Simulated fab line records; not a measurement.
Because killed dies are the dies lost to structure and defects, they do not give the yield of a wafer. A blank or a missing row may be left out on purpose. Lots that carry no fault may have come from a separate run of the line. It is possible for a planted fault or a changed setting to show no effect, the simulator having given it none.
fab line records + flow sky130
[record]
- lots = 13
- wafers = 39
- last-day = 50
route steps=708 shown CAPM@541 VIA3@585 VIA4@639 METAL5@664
lots that met no fault: from a run of the same line without faults
start-h: the number of hours between the record's first day and the start of the first shown wafer of the lot + wait-h: hours since the lot's step before + " identical to the entry in the row above + L1.1+2: several wafers, shown together as one row + - no value, or no start given + * or withheld: withheld + < > ~ a bound
route shown NAME@n: names a module that has steps shown in the file, with the first one's number in the route + usual: mean and standard deviation over wafers with no fault + same: alike in all rows + chamber/n: place in a boat + sites: per-site readings + _std_site: standard deviation of those values + _edge_site: outer sites' mean less inner sites' + radius-mm: how far each site lies from the wafer's centre + mask NAME#n: copy n + behind: the tool/chamber that last shaped the wafer + hold: why the lot went on hold/how many hours it stayed there/how the hold came to an end + device: names the non-switching transistor (n, p or np) + end of line: the tests these same wafers got at the end of their route + a step given without rows: its recipe and nothing more + killed: the dies lost at the first sort to structure and to defects; this is not the yield of the wafer + map: a wafer's dies, x killed, . not, _ none there
set.NAME: the setting as run; set.NAME@STEP: as run at that earlier step + model.NAME: the simulator's own value behind a step, which no gauge read
a sample of lots followed through the steps of the route, with each step as a table and each wafer as a row
services: when a tool's chamber went out of use (start-h, in hours from the record's first day, below 0 if earlier), for how many hours, and the reason
[[steps]]
[step SKY_CAPM_THK_MEAS_04]
[recipe]
- thk-meas-gauge = xrf
- reads = TiN_of_CAPM_SPUTTER_02
[usual]
- CAPM_TIN_THK = 207.2/2.1
| lot.wafer | tool          | chamber | start-h | wait-h | CAPM_TIN_THK[nm] |
|-----------|---------------|---------|---------|--------|------------------|
| L814.1    | film-metro-04 | -       | 855.89  | 0.1    | 202.0            |
| L814.5    | "             | -       | "       | "      | 205.3            |
| L814.6    | "             | -       | "       | "      | 201.1            |
| L818.4    | film-metro-04 | -       | 886.27  | 0.1    | 207.4            |
| L818.5    | "             | -       | "       | "      | 207.4            |
| L818.6    | "             | -       | "       | "      | 208.4            |
| L819.1    | film-metro-04 | -       | 887.94  | 0.1    | 210.6            |
| L819.3    | "             | -       | "       | "      | 208.3            |
| L819.6    | "             | -       | "       | "      | 209.6            |
| L820.3    | film-metro-02 | -       | 897.98  | 0.1    | 209.7            |
| L820.4    | "             | -       | "       | "      | 209.7            |
| L820.5    | "             | -       | "       | "      | 210.4            |
| L825.3    | film-metro-04 | -       | 940.31  | 0.1    | 203.9            |
| L825.5    | "             | -       | "       | "      | 206.4            |
| L825.6    | "             | -       | "       | "      | 205.3            |
| L827.1    | film-metro-04 | -       | 950.82  | 0.1    | 207.5            |
| L827.2    | "             | -       | "       | "      | 205.8            |
| L827.3    | "             | -       | "       | "      | 205.6            |
| L828.1    | film-metro-02 | -       | 956.36  | 0.1    | 208.1            |
| L828.5    | "             | -       | "       | "      | 208.4            |
| L828.6    | "             | -       | "       | "      | 210.0            |
| L829.2    | film-metro-02 | -       | 971.64  | 0.1    | 206.6            |
| L829.3    | "             | -       | "       | "      | 204.5            |
| L829.4    | "             | -       | "       | "      | 207.0            |
| L831.1    | film-metro-02 | -       | 978.06  | 0.1    | 207.6            |
| L831.3    | "             | -       | "       | "      | 208.8            |
| L831.6    | "             | -       | "       | "      | 209.5            |
| L832.1    | film-metro-04 | -       | 983.63  | 0.1    | 207.5            |
| L832.2    | "             | -       | "       | "      | 207.1            |
| L832.3    | "             | -       | "       | "      | 206.6            |
| L834.3    | film-metro-02 | -       | 997.26  | 0.1    | 203.0            |
| L834.5    | "             | -       | "       | "      | 202.9            |
| L834.6    | "             | -       | "       | "      | 202.6            |
| L836.2    | film-metro-02 | -       | 1006.83 | 0.1    | 207.8            |
| L836.4    | "             | -       | "       | "      | 206.0            |
| L836.6    | "             | -       | "       | "      | 207.6            |
| L835.2    | film-metro-02 | -       | 1012.54 | 0.1    | 210.0            |
| L835.4    | "             | -       | "       | "      | 211.8            |
| L835.5    | "             | -       | "       | "      | 209.8            |
[step SKY_VIA3_CD_MEAS_12]
[recipe]
- target-cd-nm = 200
[usual]
- cd-nm = 199.8/1.3
| lot.wafer | tool      | chamber | start-h | wait-h | cd-nm |
|-----------|-----------|---------|---------|--------|-------|
| L814.1    | cd-sem-02 | -       | 934.24  | -      | 198.7 |
| L814.5    | "         | -       | "       | "      | 201.6 |
| L814.6    | "         | -       | "       | "      | 199.7 |
| L818.4    | cd-sem-02 | -       | 962.20  | -      | 200.4 |
| L818.5    | "         | -       | "       | "      | 200.2 |
| L818.6    | "         | -       | "       | "      | 200.3 |
| L819.1    | cd-sem-01 | -       | 963.55  | -      | 196.9 |
| L819.3    | "         | -       | "       | "      | 197.2 |
| L819.6    | "         | -       | "       | "      | 197.2 |
| L820.3    | cd-sem-02 | -       | 973.14  | -      | 201.2 |
| L820.4    | "         | -       | "       | "      | 201.1 |
| L820.5    | "         | -       | "       | "      | 200.8 |
| L825.3    | cd-sem-01 | -       | 1013.98 | -      | 200.6 |
| L825.5    | "         | -       | "       | "      | 198.6 |
| L825.6    | "         | -       | "       | "      | 198.6 |
| L827.1    | cd-sem-01 | -       | 1023.80 | -      | 199.1 |
| L827.2    | "         | -       | "       | "      | 199.6 |
| L827.3    | "         | -       | "       | "      | 198.7 |
| L828.1    | cd-sem-01 | -       | 1028.60 | -      | 198.2 |
| L828.5    | "         | -       | "       | "      | 197.7 |
| L828.6    | "         | -       | "       | "      | 198.3 |
| L829.2    | cd-sem-02 | -       | 1042.71 | -      | 198.6 |
| L829.3    | "         | -       | "       | "      | 198.9 |
| L829.4    | "         | -       | "       | "      | 199.1 |
| L831.1    | cd-sem-02 | -       | 1048.84 | -      | 200.4 |
| L831.3    | "         | -       | "       | "      | 201.9 |
| L831.6    | "         | -       | "       | "      | 200.0 |
| L832.1    | cd-sem-02 | -       | 1053.75 | -      | 199.6 |
| L832.2    | "         | -       | "       | "      | 199.5 |
| L832.3    | "         | -       | "       | "      | 198.2 |
| L834.3    | cd-sem-01 | -       | 1066.63 | -      | 199.1 |
| L834.5    | "         | -       | "       | "      | 199.8 |
| L834.6    | "         | -       | "       | "      | 199.4 |
| L836.2    | cd-sem-02 | -       | 1074.93 | -      | 200.1 |
| L836.4    | "         | -       | "       | "      | 200.4 |
| L836.6    | "         | -       | "       | "      | 200.8 |
| L835.2    | cd-sem-01 | -       | 1080.83 | -      | 201.5 |
| L835.4    | "         | -       | "       | "      | 199.3 |
| L835.5    | "         | -       | "       | "      | 200.3 |
[step SKY_VIA4_HDPCVD_00]
[recipe]
- material = SiO2
- target-thk-nm = 1750
- sigma-open-frac = 0.3
- time-s = 304.5
- temp-c = 400
- sih4-flow-sccm = 60
- pressure-mtorr = 6
| lot.wafer  | tool      | chamber | start-h | wait-h |
|------------|-----------|---------|---------|--------|
| L814.1+5+6 | hdpcvd-01 | 1,0,2   | 986.18  | 0.0    |
| L818.4+5+6 | hdpcvd-01 | 1,0,2   | 1011.93 | 0.1    |
| L819.1+3+6 | hdpcvd-02 | 1,2,2   | 1013.87 | 0.0    |
| L820.3+4+5 | hdpcvd-01 | 0,0,2   | 1022.27 | 0.0    |
| L825.3+5+6 | hdpcvd-02 | 0,1,2   | 1061.92 | 0.0    |
| L827.1+2+3 | hdpcvd-02 | 0,1,2   | 1070.11 | 0.0    |
| L828.1+5+6 | hdpcvd-02 | 1,0,1   | 1076.42 | 0.0    |
| L829.2+3+4 | hdpcvd-02 | 2,0,1   | 1088.09 | 0.0    |
| L831.1+3+6 | hdpcvd-01 | 1,0,1   | 1094.07 | 0.0    |
| L832.1+2+3 | hdpcvd-01 | 1,0,2   | 1099.64 | 0.0    |
| L834.3+5+6 | hdpcvd-01 | 2,2,1   | 1111.40 | 0.0    |
| L836.2+4+6 | hdpcvd-01 | 2,2,1   | 1118.87 | 0.1    |
| L835.2+4+5 | hdpcvd-01 | 0,0,2   | 1123.82 | 0.0    |
[step SKY_VIA4_THK_MEAS_01]
[recipe]
- reads = SiO2_of_VIA4_HDPCVD_00
[usual]
- VIA4_HDPCVD_THK = 1825/15
| lot.wafer | tool          | chamber | start-h | wait-h | hold                     | VIA4_HDPCVD_THK[nm] |
|-----------|---------------|---------|---------|--------|--------------------------|---------------------|
| L814.1    | film-metro-04 | -       | 986.36  | 0.1    | -                        | 1810                |
| L814.5    | "             | -       | "       | "      | -                        | 1840                |
| L814.6    | "             | -       | "       | "      | -                        | 1826                |
| L818.4    | film-metro-04 | -       | 1012.05 | 0.0    | await-dispo/0.2h/release | 2506                |
| L818.5    | "             | -       | "       | "      | await-dispo/0.2h/release | 2528                |
| L818.6    | "             | -       | "       | "      | await-dispo/0.2h/release | 2526                |
| L818.4    | film-metro-04 | -       | 1012.28 | 0.2    | -                        | 2505                |
| L818.5    | "             | -       | "       | "      | -                        | 2531                |
| L818.6    | "             | -       | "       | "      | -                        | 2528                |
| L819.1    | film-metro-04 | -       | 1014.04 | 0.1    | -                        | 1826                |
| L819.3    | "             | -       | "       | "      | -                        | 1850                |
| L819.6    | "             | -       | "       | "      | -                        | 1831                |
| L820.3    | film-metro-03 | -       | 1022.46 | 0.1    | await-dispo/0.2h/release | 2510                |
| L820.4    | "             | -       | "       | "      | await-dispo/0.2h/release | 2538                |
| L820.5    | "             | -       | "       | "      | await-dispo/0.2h/release | 2524                |
| L820.3    | film-metro-03 | -       | 1022.82 | 0.3    | -                        | 2510                |
| L820.4    | "             | -       | "       | "      | -                        | 2538                |
| L820.5    | "             | -       | "       | "      | -                        | 2523                |
| L825.3    | film-metro-04 | -       | 1062.11 | 0.1    | -                        | 1833                |
| L825.5    | "             | -       | "       | "      | -                        | 1832                |
| L825.6    | "             | -       | "       | "      | -                        | 1822                |
| L827.1    | film-metro-01 | -       | 1070.29 | 0.1    | -                        | 1825                |
| L827.2    | "             | -       | "       | "      | -                        | 1811                |
| L827.3    | "             | -       | "       | "      | -                        | 1814                |
| L828.1    | film-metro-03 | -       | 1076.60 | 0.1    | -                        | 1808                |
| L828.5    | "             | -       | "       | "      | -                        | 1835                |
| L828.6    | "             | -       | "       | "      | -                        | 1823                |
| L829.2    | film-metro-04 | -       | 1088.28 | 0.1    | -                        | 1805                |
| L829.3    | "             | -       | "       | "      | -                        | 1806                |
| L829.4    | "             | -       | "       | "      | -                        | 1817                |
| L831.1    | film-metro-01 | -       | 1094.25 | 0.1    | -                        | 1804                |
| L831.3    | "             | -       | "       | "      | -                        | 1822                |
| L831.6    | "             | -       | "       | "      | -                        | 1823                |
| L832.1    | film-metro-03 | -       | 1099.82 | 0.1    | -                        | 1841                |
| L832.2    | "             | -       | "       | "      | -                        | 1820                |
| L832.3    | "             | -       | "       | "      | -                        | 1843                |
| L834.3    | film-metro-01 | -       | 1111.59 | 0.1    | -                        | 1807                |
| L834.5    | "             | -       | "       | "      | -                        | 1833                |
| L834.6    | "             | -       | "       | "      | -                        | 1845                |
| L836.2    | film-metro-04 | -       | 1119.06 | 0.1    | -                        | 1807                |
| L836.4    | "             | -       | "       | "      | -                        | 1820                |
| L836.6    | "             | -       | "       | "      | -                        | 1825                |
| L835.2    | film-metro-01 | -       | 1124.00 | 0.1    | -                        | 1848                |
| L835.4    | "             | -       | "       | "      | -                        | 1834                |
| L835.5    | "             | -       | "       | "      | -                        | 1851                |
[step SKY_METAL5_SPUTTER_03]
[recipe]
- material = Ti
- target-thk-nm = 5
- power-w = 3000
- time-s = 3.3
- chamber-pressure-pa = 0.4
[usual]
- chamber-pressure-pa = 0.3999/0.00078
- throttle-valve-pct = 30.3/0.94
| lot.wafer | tool           | chamber | start-h | wait-h | chamber-pressure-pa | throttle-valve-pct |
|-----------|----------------|---------|---------|--------|---------------------|--------------------|
| L814.1    | pvd-sputter-03 | -       | 1011.67 | 0.0    | 0.3996              | 30.3               |
| L814.5    | "              | -       | "       | "      | 0.4000              | 29.8               |
| L814.6    | "              | -       | "       | "      | 0.4006              | 30.4               |
| L819.1    | pvd-sputter-01 | -       | 1038.31 | 0.0    | 0.3988              | 32.1               |
| L819.3    | "              | -       | "       | "      | 0.3999              | 27.7               |
| L819.6    | "              | -       | "       | "      | 0.4004              | 31.2               |
| L825.3    | pvd-sputter-01 | -       | 1085.01 | 0.0    | 0.4014              | 29.9               |
| L825.5    | "              | -       | "       | "      | 0.3991              | 31.3               |
| L825.6    | "              | -       | "       | "      | 0.3999              | 32.1               |
| L827.1    | pvd-sputter-03 | -       | 1092.78 | 0.0    | 0.3994              | 30.2               |
| L827.2    | "              | -       | "       | "      | 0.3999              | 30.3               |
| L827.3    | "              | -       | "       | "      | 0.4000              | 31.0               |
| L828.1    | pvd-sputter-03 | -       | 1098.73 | 0.0    | 0.4002              | 31.0               |
| L828.5    | "              | -       | "       | "      | 0.4013              | 30.3               |
| L828.6    | "              | -       | "       | "      | 0.4004              | 31.1               |
| L829.2    | pvd-sputter-03 | -       | 1110.29 | 0.0    | 0.4002              | 29.8               |
| L829.3    | "              | -       | "       | "      | 0.3991              | 30.4               |
| L829.4    | "              | -       | "       | "      | 0.3990              | 30.8               |
| L831.1    | pvd-sputter-04 | -       | 1116.04 | 0.0    | 0.4000              | 30.4               |
| L831.3    | "              | -       | "       | "      | 0.4000              | 29.8               |
| L831.6    | "              | -       | "       | "      | 0.3993              | 30.4               |
| L832.1    | pvd-sputter-04 | -       | 1121.59 | 0.0    | 0.3999              | 29.7               |
| L832.2    | "              | -       | "       | "      | 0.3989              | 30.3               |
| L832.3    | "              | -       | "       | "      | 0.3989              | 30.5               |
| L834.3    | pvd-sputter-03 | -       | 1132.94 | 0.0    | 0.3987              | 30.9               |
| L834.5    | "              | -       | "       | "      | 0.3982              | 30.3               |
| L834.6    | "              | -       | "       | "      | 0.3977              | 29.8               |
| L836.2    | pvd-sputter-04 | -       | 1140.42 | 0.0    | 0.3999              | 30.6               |
| L836.4    | "              | -       | "       | "      | 0.3994              | 29.6               |
| L836.6    | "              | -       | "       | "      | 0.4001              | 30.1               |
| L835.2    | pvd-sputter-01 | -       | 1144.63 | 0.0    | 0.3997              | 27.6               |
| L835.4    | "              | -       | "       | "      | 0.3991              | 30.1               |
| L835.5    | "              | -       | "       | "      | 0.4001              | 32.0               |
[[services]]
| tool           | chamber | start-h | hours | kind                   |
|----------------|---------|---------|-------|------------------------|
| hdpcvd-02      | 0       | 965.25  | -     | clean                  |
| hdpcvd-02      | 1       | 965.25  | -     | clean                  |
| hdpcvd-02      | 2       | 965.25  | -     | clean                  |
| hdpcvd-01      | -       | 972.44  | 6.0   | pm                     |
| pvd-sputter-01 | -       | 993.96  | 13.2  | repair                 |
| pvd-sputter-01 | 3       | 1020.98 | -     | consumable-replace:kit |
| pvd-sputter-01 | 3       | 1020.98 | 18.0  | scheduled-down         |
| pvd-sputter-01 | 3       | 1020.98 | 18.0  | vent-cycle             |
| pvd-sputter-04 | 1       | 1036.53 | -     | consumable-replace:kit |
| pvd-sputter-04 | 1       | 1036.53 | 18.0  | scheduled-down         |
| pvd-sputter-04 | 1       | 1036.53 | 18.0  | vent-cycle             |
| hdpcvd-01      | 0       | 1046.58 | 5.0   | repair                 |
| pvd-sputter-03 | 1       | 1047.01 | -     | consumable-replace:kit |
| pvd-sputter-03 | 1       | 1047.01 | 18.0  | scheduled-down         |
| pvd-sputter-03 | 1       | 1047.01 | 18.0  | vent-cycle             |
| hdpcvd-01      | -       | 1047.30 | 0.7   | repair                 |
| hdpcvd-02      | -       | 1116.23 | 2.8   | pm                     |
| hdpcvd-02      | -       | 1121.65 | 2.6   | repair                 |
| pvd-sputter-04 | 0       | 1121.65 | -     | consumable-replace:kit |
| pvd-sputter-04 | 0       | 1121.65 | 18.0  | scheduled-down         |
| pvd-sputter-04 | 0       | 1121.65 | 18.0  | vent-cycle             |
| pvd-sputter-01 | -       | 1139.45 | 2.7   | repair                 |
| pvd-sputter-03 | -       | 1143.09 | 0.6   | repair                 |
[[key]]
[first-sign]
- step = SKY_VIA4_THK_MEAS_01
- reading = visit
- direction = added
[effect]
- step = SKY_VIA4_THK_MEAS_01
- reading = VIA4_HDPCVD_THK
- direction = up
- sigmas = 47
- usual = 1825
- struck = 2522
met-at SKY_VIA4_HDPCVD_00
struck-lots L818,L820
scrapped-behind SKY_VIA4_THK_MEAS_01 L818.4,L818.5,L818.6,L820.3,L820.4,L820.5
not-acting-at SKY_CAPM_THK_MEAS_04,SKY_VIA3_CD_MEAS_12,SKY_METAL5_SPUTTER_03
onset-between 986.18 1011.93
[fault]
- kind = process-parameter-drift
- tool = hdpcvd-01
- chamber = -
- onset-h = 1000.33
- steps = SKY_VIA4_HDPCVD_00
- channel = target-thk-nm
- offset = 670.56
- shape = step
- end-h = 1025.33
- acts-in = these-recipes-only
- stated = 1750
